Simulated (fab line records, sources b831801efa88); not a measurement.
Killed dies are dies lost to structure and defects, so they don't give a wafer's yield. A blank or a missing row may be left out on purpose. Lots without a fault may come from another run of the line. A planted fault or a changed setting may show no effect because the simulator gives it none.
fab line records | flow gf180mcu
record lots=14 wafers=42 last_day=34
route steps=602 shown MVPSD@87 M1@331 V1@339
lots that met no fault: from a run of the same line without faults
start_h: hours from the record's first day to the start of the lot's first wafer shown | wait_h: hours since the lot's step before | " the same as in the row above | L1.1+2: a row that stands for several wafers | - no value, or no start given | * or withheld: withheld | < > ~ a bound
route shown NAME@n: a module of which the file shows steps, and the number in the route of the first | usual: mean/standard deviation of fault-free wafers | same: alike in all rows | chamber/n: place in a boat | sites: the reading at each site | _std_site: their standard deviation | _edge_site: outer sites' mean less inner sites' | radius_mm: how far each site lies from the wafer's centre | mask NAME#n: copy n | behind: the tool/chamber that last shaped the wafer | hold: why the lot was held/for how many hours/how that ended | device: the transistor (n, p or np) that didn't switch | end of line: the same wafers' tests at the end of the route | a step without rows: its recipe alone | killed: dies lost to structure and defects at the first sort, not the wafer's yield | map: a wafer's dies, x killed, . not, _ none there
set.NAME: the setting as run; set.NAME@STEP: as run at that earlier step | model.NAME: the simulator's own value behind a step, which no gauge read
steps of the route over a sample of lots; a table a step, a row a wafer
services: from which hour (start_h, from the record's first day; less than 0 if before it) a tool's chamber was out of use, for how many hours, and why
## steps
# step GF_MVPSD_IMPLANT_09
# recipe species=B energy_kev=40 dose_cm2=5e+12 tilt_deg=0
# usual beam_energy_keV=40.000/0.012 beam_on_s=10.00/0.2 faraday_current_uA=28.2/0.56
# columns lot.wafer tool chamber start_h wait_h beam_energy_keV beam_on_s faraday_current_uA
L433.1 implanter-02 0 103.61 0.1 40.005 10.04 28.1
L433.5 " 0 " " 40.002 10.17 27.7
L433.6 " 0 " " 39.998 10.02 28.1
L436.3 implanter-02 0 121.98 0.1 39.987 10.19 27.6
L436.4 " 0 " " 40.015 10.08 27.9
L436.6 " 0 " " 40.012 10.21 27.6
L437.2 implanter-02 0 125.40 0.1 40.007 9.70 29.2
L437.4 " 0 " " 40.003 9.81 28.6
L437.6 " 0 " " 40.013 9.91 28.4
L438.2 implanter-04 0 131.64 0.1 39.999 10.18 27.7
L438.3 " 0 " " 40.006 10.07 27.9
L438.4 " 0 " " 39.996 9.84 28.6
L440.3 implanter-04 0 146.56 0.1 39.984 9.93 28.4
L440.4 " 0 " " 39.975 9.75 29.0
L440.6 " 0 " " 39.996 9.92 28.4
L443.1 implanter-04 0 162.83 0.1 39.985 10.03 28.0
L443.2 " 0 " " 39.998 9.70 28.8
L443.5 " 0 " " 39.987 10.03 28.2
L444.4 implanter-02 0 168.00 0.1 39.985 9.68 28.9
L444.5 " 0 " " 39.996 9.91 28.4
L444.6 " 0 " " 39.993 9.48 29.9
L445.1 implanter-02 0 174.97 0.1 39.978 9.78 28.8
L445.2 " 0 " " 40.013 9.91 28.6
L445.4 " 0 " " 39.998 10.15 27.8
L446.2 implanter-04 0 184.35 0.1 39.994 9.75 28.9
L446.3 " 0 " " 40.005 10.35 27.2
L446.5 " 0 " " 39.998 9.92 28.3
L449.1 implanter-03 0 202.78 0.1 40.004 10.08 28.2
L449.2 " 0 " " 40.014 9.83 28.6
L449.5 " 0 " " 40.015 10.15 27.6
L450.2 implanter-02 - 203.15 0.1 - - -
L450.4 " - " " - - -
L450.5 " - " " - - -
L451.2 implanter-03 - 208.55 0.1 - - -
L451.3 " - " " - - -
L451.6 " - " " - - -
L453.1 implanter-04 0 223.11 0.1 40.010 9.47 29.5
L453.4 " 0 " " 40.011 9.73 29.0
L453.5 " 0 " " 40.008 9.80 28.8
L455.1 implanter-02 0 233.07 0.1 39.984 10.22 27.7
L455.5 " 0 " " 39.985 9.99 28.1
L455.6 " 0 " " 39.979 10.02 28.0
# step GF_MVPSD_TW_MEAS_11
# usual MVPSD_TW=559/7.8
# columns lot.wafer tool chamber start_h wait_h MVPSD_TW
L433.1 film_metro-02 - 103.86 0.1 548
L433.5 " - " " 549
L433.6 " - " " 550
L436.3 film_metro-03 - 122.20 0.1 566
L436.4 " - " " 569
L436.6 " - " " 564
L437.2 film_metro-03 - 125.64 0.1 568
L437.4 " - " " 566
L437.6 " - " " 565
L438.2 film_metro-02 - 131.87 0.1 549
L438.3 " - " " 551
L438.4 " - " " 547
L440.3 film_metro-01 - 146.78 0.1 561
L440.4 " - " " 558
L440.6 " - " " 561
L443.1 film_metro-01 - 163.08 0.1 557
L443.2 " - " " 561
L443.5 " - " " 558
L444.4 film_metro-02 - 168.20 0.1 552
L444.5 " - " " 552
L444.6 " - " " 550
L445.1 film_metro-03 - 175.22 0.1 559
L445.2 " - " " 562
L445.4 " - " " 561
L446.2 film_metro-03 - 184.59 0.1 562
L446.3 " - " " 564
L446.5 " - " " 563
L449.1 film_metro-03 - 203.03 0.1 570
L449.2 " - " " 571
L449.5 " - " " 572
L450.2 film_metro-02 - 203.39 0.1 521
L450.4 " - " " 519
L450.5 " - " " 519
L451.2 film_metro-01 - 208.78 0.1 525
L451.3 " - " " 526
L451.6 " - " " 525
L453.1 film_metro-02 - 223.36 0.1 548
L453.4 " - " " 549
L453.5 " - " " 551
L455.1 film_metro-03 - 233.32 0.1 569
L455.5 " - " " 568
L455.6 " - " " 565
# step GF_VT_IMPLANT_RS_MEAS_49
# recipe thk_meas_gauge=four-point-probe
# usual MVPSD_RS=1167/3.1
# columns lot.wafer tool chamber start_h wait_h MVPSD_RS[ohm/sq]
L433.1 film_metro-03 - 165.39 0.1 1164
L433.5 " - " " 1167
L433.6 " - " " 1168
L436.3 film_metro-01 - 186.12 0.1 1165
L436.4 " - " " 1167
L436.6 " - " " 1167
L437.2 film_metro-02 - 190.25 0.1 1168
L437.4 " - " " 1165
L437.6 " - " " 1169
L438.2 film_metro-03 - 196.05 0.1 1166
L438.3 " - " " 1164
L438.4 " - " " 1161
L440.3 film_metro-01 - 214.13 0.1 1164
L440.4 " - " " 1168
L440.6 " - " " 1168
L443.1 film_metro-02 - 231.78 0.1 1171
L443.2 " - " " 1170
L443.5 " - " " 1172
L444.4 film_metro-02 - 238.99 0.1 1170
L444.5 " - " " 1165
L444.6 " - " " 1169
L445.1 film_metro-01 - 246.04 0.1 1171
L445.2 " - " " 1169
L445.4 " - " " 1170
L446.2 film_metro-01 - 255.20 0.1 1170
L446.3 " - " " 1165
L446.5 " - " " 1164
L449.1 film_metro-01 - 276.73 0.1 1161
L449.2 " - " " 1165
L449.5 " - " " 1164
L450.2 film_metro-03 - 277.00 0.1 1531
L450.4 " - " " 1538
L450.5 " - " " 1540
L451.2 film_metro-03 - 284.10 0.1 1538
L451.3 " - " " 1539
L451.6 " - " " 1536
L453.1 film_metro-02 - 299.19 0.1 1166
L453.4 " - " " 1168
L453.5 " - " " 1169
L455.1 film_metro-02 - 311.53 0.1 1168
L455.5 " - " " 1165
L455.6 " - " " 1170
# step GF_M1_METAL_ETCH_16
# recipe chemistry=Cl2/BCl3 mask_material=KrF target_depth_nm=627.5 stop_on=SiO2 pressure_mtorr=8 icp_w=800 bias_w=140 Cl2_flow_sccm=80 bcl3_flow_sccm=40 time_s=104.6
# usual bias_w=139.9/0.43 drypump_motor_current_A=5.8/0.34 oes_product_au=0.972/0.0063 rf_fwd_power_W=794/3.1 throttle_valve_pct=28.250/0.011
# columns lot.wafer tool chamber start_h wait_h bias_w drypump_motor_current_A oes_product_au rf_fwd_power_W rf_hours_counter_h throttle_valve_pct
L433.1 rie_metal-01 1 392.43 0.0 140.5 6.0 0.980 793 7 28.242
L433.5 " 0 " " 139.5 5.3 0.979 790 - 28.226
L433.6 " 1 " " 140.2 6.0 0.970 794 - 28.259
L436.3 rie_metal-04 0 423.97 0.1 140.4 5.6 0.972 797 - 28.257
L436.4 " 0 " " 139.4 5.6 0.974 798 - 28.256
L436.6 " 0 " " 139.6 5.6 0.972 800 - 28.239
L437.2 rie_metal-03 1 433.93 0.0 140.9 5.6 0.965 791 4 28.261
L437.4 " 1 " " 140.8 5.6 0.970 791 - 28.257
L437.6 " 0 " " 140.4 6.1 0.956 793 - 28.262
L438.2 rie_metal-01 1 439.08 0.0 140.5 6.0 0.981 793 8 28.236
L438.3 " 0 " " 139.7 5.3 0.970 800 - 28.241
L438.4 " 1 " " 139.4 6.0 0.966 796 - 28.234
L440.3 rie_metal-03 0 464.16 0.1 139.8 6.1 0.960 797 - 28.248
L440.4 " 1 " " 139.4 5.6 0.960 794 - 28.248
L440.6 " 1 " " 140.3 5.6 0.966 795 - 28.274
L443.1 rie_metal-01 1 488.09 0.0 139.2 6.0 0.972 789 9 28.249
L443.2 " 0 " " 139.9 5.3 0.970 794 0 28.237
L443.5 " 0 " " 140.6 5.3 0.973 796 - 28.237
L444.4 rie_metal-04 1 496.57 0.0 140.3 6.6 0.977 797 - 28.273
L444.5 " 1 " " 140.3 6.5 0.969 792 - 28.236
L444.6 " 0 " " 140.9 5.6 0.979 794 - 28.251
L445.1 rie_metal-01 1 504.28 0.0 139.2 6.0 0.961 790 10 28.243
L445.2 " 0 " " 139.5 5.3 0.971 796 1 28.244
L445.4 " 1 " " 139.8 6.0 0.981 789 - 28.241
L446.2 rie_metal-03 0 521.63 0.0 140.0 6.1 0.979 800 0 28.259
L446.3 " 0 " " 139.9 6.1 0.983 795 - 28.231
L446.5 " 0 " " 139.9 6.1 0.977 800 - 28.250
L449.1 rie_metal-01 0 540.98 0.0 139.9 5.3 0.977 796 2 28.255
L449.2 " 1 " " 139.6 6.0 0.971 794 11 28.258
L449.5 " 0 " " 140.0 5.3 0.976 796 - 28.232
L453.1 rie_metal-03 1 565.83 0.0 140.3 5.6 0.974 790 7 28.237
L453.4 " 0 " " 138.9 6.1 0.967 792 - 28.256
L453.5 " 0 " " 139.4 6.1 0.976 791 - 28.255
L455.1 rie_metal-01 1 577.53 0.0 140.2 6.0 0.967 787 12 28.248
L455.5 " 1 " " 139.8 6.0 0.974 787 - 28.240
L455.6 " 0 " " 139.7 5.3 0.980 792 - 28.252
# step GF_V1_CMP_04
# recipe material=SiO2 down_force_psi=4 platen_rpm=60 pad_velocity_m_s=0.94248
# usual motor_current_A=11.9/1.7 time_to_endpoint_s=82/5.5
# columns lot.wafer tool chamber start_h wait_h motor_current_A time_to_endpoint_s
L433.1 cmp-02 0 393.43 0.1 10.7 81
L433.5 " 2 " " 13.7 81
L433.6 " 3 " " 9.4 74
L436.3 cmp-02 0 424.95 0.0 11.3 85
L436.4 " 1 " " 12.3 86
L436.6 " 0 " " 10.9 86
L437.4 cmp-01 0 434.90 0.1 10.9 85
L437.2 " 2 " " 13.4 74
L437.6 " 0 " " 10.6 80
L438.4 cmp-02 3 440.07 0.1 10.0 83
L438.2 " 0 " " 10.3 83
L438.3 " 1 " " 11.1 79
L440.4 cmp-01 1 465.08 0.1 10.2 84
L440.3 " 2 " " 14.1 74
L440.6 " 1 " " 11.0 82
L443.2 cmp-01 2 489.03 0.0 13.9 77
L443.1 " 1 " " 10.2 74
L443.5 " 3 " " 14.2 81
L444.4 cmp-02 0 497.52 0.1 10.4 89
L444.6 " 3 " " 9.5 79
L444.5 " 0 " " 10.4 84
L445.4 cmp-02 2 505.29 0.1 12.9 77
L445.2 " 3 " " 9.6 77
L445.1 " 1 " " 11.8 73
L446.3 cmp-02 3 522.57 0.0 9.9 77
L446.2 " 1 " " 11.5 73
L446.5 " 3 " " 9.6 83
L449.1 cmp-01 0 541.88 0.1 10.7 81
L449.2 " 3 " " 14.9 83
L449.5 " 1 " " 10.6 83
L453.1 cmp-02 1 566.73 0.1 12.0 76
L453.4 " 2 " " 13.1 80
L453.5 " 2 " " 13.3 81
L455.1 cmp-01 1 578.63 0.2 10.6 83
L455.6 " 3 " " 13.9 94
L455.5 " 0 " " 10.4 82
# step GF_V1_CMP_26
# recipe stop_on=SiO2 down_force_psi=3.5 platen_rpm=60 t_overpolish_s=15 target_thk_nm=0 pad_velocity_m_s=0.94248
# usual motor_current_A=11.0/1.5 overpolish_run_s=15.000/0.0079 time_to_endpoint_s=86/3.8
# columns lot.wafer tool chamber start_h wait_h motor_current_A overpolish_run_s time_to_endpoint_s
L433.1 cmp-01 1 418.45 0.1 9.8 14.990 86
L433.6 " 1 " " 9.4 15.002 84
L433.5 " 2 " " 12.6 14.998 83
L436.3 cmp-01 3 450.74 0.1 12.8 15.000 88
L436.4 " 0 " " 10.2 15.005 85
L436.6 " 1 " " 10.0 15.004 82
L437.2 cmp-02 2 461.11 0.0 12.2 15.001 83
L437.4 " 3 " " 9.1 15.011 84
L437.6 " 3 " " 9.0 15.013 86
L438.3 cmp-01 2 465.90 0.0 12.9 15.001 81
L438.2 " 3 " " 13.3 14.997 87
L438.4 " 1 " " 9.9 15.000 85
L440.3 cmp-02 2 490.27 0.1 12.6 15.011 81
L440.4 " 3 " " 8.8 14.998 87
L440.6 " 1 " " 11.1 14.998 85
L443.1 cmp-02 2 514.73 0.1 11.9 15.006 81
L443.2 " 3 " " 8.6 15.010 84
L443.5 " 3 " " 9.2 15.026 80
L444.4 cmp-01 2 523.15 0.1 13.0 15.007 84
L444.5 " 1 " " 9.6 14.985 87
L444.6 " 2 " " 13.1 14.998 84
L445.1 cmp-02 0 530.68 0.1 9.5 15.012 85
L445.4 " 1 " " 10.5 14.990 81
L445.2 " 2 " " 12.2 14.998 78
L446.3 cmp-02 1 546.77 0.1 10.8 14.993 83
L446.2 " 2 " " 12.5 15.005 78
L446.5 " 1 " " 10.9 15.000 80
L449.1 cmp-01 1 565.48 0.1 9.9 15.018 87
L449.2 " 2 " " 12.8 14.998 85
L449.5 " 1 " " 10.2 14.989 88
L453.4 cmp-01 1 589.70 0.0 10.0 14.999 89
L453.1 " 2 " " 12.9 14.995 83
L453.5 " 2 " " 13.4 14.997 85
L455.1 cmp-01 2 601.09 0.1 12.5 15.004 82
L455.5 " 2 " " 12.2 14.998 80
L455.6 " 3 " " 13.2 15.002 91
## services
# columns tool chamber start_h hours kind
cmp-01 - 82.36 5.5 pm
implanter-02 - 96.16 2.1 pm
cmp-01 - 96.58 17.6 repair
cmp-02 - 127.63 1.1 repair
cmp-01 - 145.49 0.6 repair
cmp-01 - 171.89 10.0 repair
cmp-02 - 199.10 2.1 repair
implanter-02 - 223.98 6.3 repair
cmp-02 - 236.66 4.0 pm
implanter-02 - 242.97 4.9 repair
implanter-02 - 244.65 1.1 repair
cmp-02 - 245.46 5.1 pm
cmp-02 - 297.25 1.1 repair
cmp-02 - 302.18 2.4 repair
cmp-02 - 331.83 1.8 repair
cmp-01 - 365.15 2.2 repair
cmp-02 - 398.10 1.0 repair
cmp-01 - 401.28 3.4 pm
cmp-01 - 404.67 4.0 pm
cmp-02 - 425.55 4.1 pm
cmp-01 - 485.57 0.7 repair
cmp-02 - 558.85 7.6 repair
cmp-01 - 575.56 2.0 repair
cmp-02 - 576.88 4.0 pm
## key
first_sign step=GF_MVPSD_IMPLANT_09 reading=tool_record direction=missing
effect step=GF_MVPSD_TW_MEAS_11 reading=MVPSD_TW direction=down sigmas=4.7 usual=559 struck=522
effect step=GF_VT_IMPLANT_RS_MEAS_49 reading=MVPSD_RS direction=up sigmas=99+ usual=1167 struck=1537
met_at GF_MVPSD_IMPLANT_09
struck_lots L450,L451
later_rows_left_out L450.2,L450.4,L450.5,L451.2,L451.3,L451.6
sort_left_out L450.2,L450.4,L450.5,L451.2,L451.3,L451.6
tester_left_out L450,L451
not_acting_at GF_M1_METAL_ETCH_16,GF_V1_CMP_04,GF_V1_CMP_26
onset_between 202.78 203.15
fault kind=skipped_step_whole tool=implanter-02,implanter-03 chamber=- onset_h=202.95 steps=GF_MVPSD_IMPLANT_09 scope=struck_lots_only
# tester_left_out: of these lots the tester's yield and bins aren't shown, on N5 and GAA mostly nor the transistor test; their killed dies are dies lost to structure and defects alone, not to doping, threshold or leakage, so they don't give the yield
# sort_left_out: the simulated sort isn't trusted on such a fault, so these wafers' sort isn't shown, and their yield isn't known
# later_rows_left_out: the simulator's readings of these wafers behind a module that went badly wrong aren't trusted and aren't shown, but for the sort
